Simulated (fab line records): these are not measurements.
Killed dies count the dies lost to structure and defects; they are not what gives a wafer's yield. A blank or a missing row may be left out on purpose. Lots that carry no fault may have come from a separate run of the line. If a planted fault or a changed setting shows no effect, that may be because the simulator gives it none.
Code-filled problem report in 8D (eight disciplines) form + flow sky130 + the parts of the form that need people (team, actions taken, sign-off) are left out

## 1. THE ISSUE
Mean of runLengthS at SKY_SONOS_ONO_WET_ETCH_16: 132 s across 6 wafers in 2 lots; on wafers with no fault it is 309 s (standard deviation 3.5). That puts it -50 standard deviations away from the usual mean.
The step: etches SiO2 in dHF, target depth 14 nm, time 280 s.
First seen on wafer L588.3, day 18 13:42, on wetBench-03. The record holds 42 wafers of 14 lots with a number at this step. Rule for "out" (also "out of limits"): further than 4 standard deviations from the usual mean. Any other wafer with a number is counted as sound.

## 2. WHAT IT IS; WHAT IT IS NOT
| question                    | is                     | is not                                                                    |
|-----------------------------|------------------------|---------------------------------------------------------------------------|
| which readings at this step | runLengthS             | -                                                                         |
| which lots                  | L588, L590             | L570, L571, L572, L573, L574, L575, L576, L577, L579, L586, L592, L593    |
| which wafers of those lots  | all that have a number | -                                                                         |
| read on which tools         | wetBench-03            | wetBench-01, wetBench-02                                                  |
| when                        | from day 18 13:42      | up to then (30 sound wafers); but 6 sound wafers of L592, L593 came after |

## 3. WHAT RULES OUT EACH SUSPECT
Counting: any tool at a process step up to the reading is kept as a suspect provided that every lot that is out went through it and no sound lot did after the first of them.
- wetBench-03 at SKY_SONOS_ONO_WET_ETCH_16 (etches SiO2 in dHF, target depth 14 nm, time 280 s): kept. Every lot that is out went through it, starting with L588 (day 18 13:42), and after that it ran no sound lot; the last sound lot it ran before then is L586 (day 17 18:07). Out on those wafers are its own readings of runLengthS.
Left after counting: wetBench-03 at SKY_SONOS_ONO_WET_ETCH_16.

## 4. THE CAUSE (what the simulator had put in)
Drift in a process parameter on wetBench-03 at SKY_SONOS_ONO_WET_ETCH_16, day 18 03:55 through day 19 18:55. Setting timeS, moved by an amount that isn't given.
The count eliminated every tool but this one.

## 5. THE EFFECT CHAIN, in route order
One row per reading whose mean, taken over the struck wafers that have a number, lies over 3 standard deviations from the usual. Only readings for which the record gives a usual standard deviation are gone through. hours: the time from each lot's start at the first step in this table that gives one to its start at this step, as a median over the lots. sigmas: the change in usual standard deviations.
| hours | step                      | reading    | usual | on struck wafers | change | sigmas |
|-------|---------------------------|------------|-------|------------------|--------|--------|
| 0     | SKY_SONOS_ONO_WET_ETCH_16 | runLengthS | 309 s | 132              | -176   | -50    |
Process steps it contains:
- SKY_SONOS_ONO_WET_ETCH_16: etches SiO2 in dHF, target depth 14 nm, time 280 s.

## 6. HOW IT WOULD HAVE BEEN CAUGHT EARLIER
10 hours passed between the start of the fault at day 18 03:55 and the first reading out of limits in this record, taken at day 18 13:42.
